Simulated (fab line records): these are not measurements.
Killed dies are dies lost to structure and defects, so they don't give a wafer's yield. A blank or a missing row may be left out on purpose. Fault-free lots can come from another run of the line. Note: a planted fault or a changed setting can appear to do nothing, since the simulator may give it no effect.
What tool caused it? | flow gf180mcu | 12 lots, 35 wafers sampled, at 3 steps of a route of 602

## WHAT EACH GAUGE READ, for each wafer
GF_V5_THK_MEAS_03. Usual: V5_CVD_02_THK gives 1450 nm (standard deviation 21).
lot  | measured     | on            | V5_CVD_02_THK (nm) | flag
L553 | day 26 04:46 | film_metro-04 | 1436 1467          |
L554 | day 26 08:29 | film_metro-04 | 1430 1452 1444     |
L556 | day 26 23:32 | film_metro-02 | 1452 1498 1470     |
L557 | day 27 09:26 | film_metro-04 | 1461 1434 1478     |
L559 | day 28 04:10 | film_metro-04 | 1443 1446 1465     |
L563 | day 29 13:13 | film_metro-02 | 1440 1444 1466     |
L564 | day 29 21:35 | film_metro-02 | 1410 1423 1451     |
L566 | day 30 03:50 | film_metro-02 | 1447 1434 1446     |
L570 | day 31 06:38 | film_metro-02 | 1445 1460 1438     |
L573 | day 32 02:07 | film_metro-04 | 1432 1447 1454     |
L575 | day 32 21:17 | film_metro-04 | 1486 1436 1489     |
L576 | day 32 23:02 | film_metro-03 | 1429 1431 1458     |

## EACH LOT AND THE TOOL THAT RAN IT (in order: tool; ch and the chambers of the sampled wafers; start)
lot  | GF_VT_IMPLANT_STRIP_20               | GF_V4_SPUTTER_22
L553 | plasma_asher-01 ch 0, day 6 05:05    | pvd_sputter-01, day 24 06:46
L554 | plasma_asher-04 ch 0,1, day 6 12:44  | pvd_sputter-03, day 24 11:34
L556 | plasma_asher-03 ch 0,1, day 6 22:01  | pvd_sputter-04, day 25 03:04
L557 | plasma_asher-04 ch 0,1, day 7 06:11  | pvd_sputter-01, day 25 14:07
L559 | plasma_asher-04 ch 0,1, day 7 19:35  | pvd_sputter-01, day 26 09:22
L563 | plasma_asher-01 ch 0,1, day 9 00:34  | pvd_sputter-01, day 27 19:52
L564 | plasma_asher-03 ch 0,1, day 9 07:52  | pvd_sputter-04, day 28 04:49
L566 | plasma_asher-01 ch 0,1, day 9 18:04  | pvd_sputter-01, day 28 12:16
L570 | plasma_asher-04 ch 0,1, day 10 17:14 | pvd_sputter-04, day 29 15:43
L573 | plasma_asher-04 ch 0,1, day 11 12:37 | pvd_sputter-04, day 30 13:05
L575 | plasma_asher-03 ch 0,1, day 12 05:59 | pvd_sputter-01, day 31 09:23
L576 | plasma_asher-04 ch 0, day 12 08:52   | pvd_sputter-03, day 31 11:04
- GF_VT_IMPLANT_STRIP_20: strips in O2/N2.
- GF_V4_SPUTTER_22: material TiN, target thk 10 nm, time 40 s.

## WHAT THE TOOLS THEMSELVES READ (means of the sampled wafers that have a number; where no wafer has one, the mark that the record gives instead)
GF_VT_IMPLANT_STRIP_20. Usual: drypump_motor_current_A 5.73 A, standard deviation 0.29; heater_power_w 358 W, standard deviation 78; oes_product_au 0.716 a.u., standard deviation 0.0047; strip_time_to_endpoint_s 12.63 s, standard deviation 0.036.
lot  | tool            | drypump_motor_current_A (A) | heater_power_w (W) | oes_product_au (a.u.) | strip_time_to_endpoint_s (s) | flag
L553 | plasma_asher-01 | 5.92                        | 508                | 0.718                 | 12.66                        |
L554 | plasma_asher-04 | 5.72                        | 296                | 0.718                 | 12.64                        |
L556 | plasma_asher-03 | 5.34                        | 343                | 0.715                 | 12.62                        |
L557 | plasma_asher-04 | 5.73                        | 306                | 0.715                 | 12.63                        |
L559 | plasma_asher-04 | 5.93                        | 291                | 0.714                 | 12.59                        |
L563 | plasma_asher-01 | 5.86                        | 445                | 0.712                 | 12.55                        |
L564 | plasma_asher-03 | 5.29                        | 338                | 0.713                 | 12.61                        |
L566 | plasma_asher-01 | 5.82                        | 398                | 0.719                 | 12.64                        |
L570 | plasma_asher-04 | 5.74                        | 299                | 0.715                 | 12.61                        |
L573 | plasma_asher-04 | 5.93                        | 296                | 0.715                 | 12.65                        |
L575 | plasma_asher-03 | 5.28                        | 339                | 0.713                 | 12.64                        |
L576 | plasma_asher-04 | 5.54                        | 305                | 0.715                 | 12.65                        |

GF_V4_SPUTTER_22. Usual: cathode_dc_power_W 4000.0 W, standard deviation 0.73; chamber_pressure_pa 4.998 Pa, standard deviation 0.01; throttle_valve_pct 29.9 %, standard deviation 1.
lot  | tool           | cathode_dc_power_W (W) | chamber_pressure_pa (Pa) | throttle_valve_pct (%) | flag
L553 | pvd_sputter-01 | 3998.8                 | 5.005                    | 30.4                   |
L554 | pvd_sputter-03 | 3999.2                 | 4.991                    | 29.8                   |
L556 | pvd_sputter-04 | 4000.3                 | 5.000                    | 29.9                   |
L557 | pvd_sputter-01 | 4000.1                 | 4.993                    | 30.3                   |
L559 | pvd_sputter-01 | 4000.5                 | 4.992                    | 29.9                   |
L563 | pvd_sputter-01 | 4000.0                 | 5.002                    | 30.0                   |
L564 | pvd_sputter-04 | 3999.8                 | 4.993                    | 29.8                   |
L566 | pvd_sputter-01 | 3999.8                 | 4.999                    | 30.5                   |
L570 | pvd_sputter-04 | 3999.8                 | 4.998                    | 29.7                   |
L573 | pvd_sputter-04 | 4000.1                 | 4.995                    | 29.2                   |
L575 | pvd_sputter-01 | 4000.8                 | 5.007                    | 30.1                   |
L576 | pvd_sputter-03 | 4000.0                 | 5.008                    | 30.9                   |

## THE ANSWER, worked out from the rows above alone
Rule: lot off if the mean of its wafers having a number is beyond 3 standard deviations from the usual mean. A lot without any number at a reading at which 4 lots or more have one is off too. Where the step has rows for the other lots, those lots are counted as sound. The gauges are gone through in route order, then the tools' own readings, and for those a lot's mean is taken as printed above. The first step at which some lot is off is used, and at that step the reading that is off furthest; a lot without a number counts as furthest.
Nothing can be told from this: no lot is off at any reading shown.

## WHAT WAS PUT IN BY THE SIMULATOR
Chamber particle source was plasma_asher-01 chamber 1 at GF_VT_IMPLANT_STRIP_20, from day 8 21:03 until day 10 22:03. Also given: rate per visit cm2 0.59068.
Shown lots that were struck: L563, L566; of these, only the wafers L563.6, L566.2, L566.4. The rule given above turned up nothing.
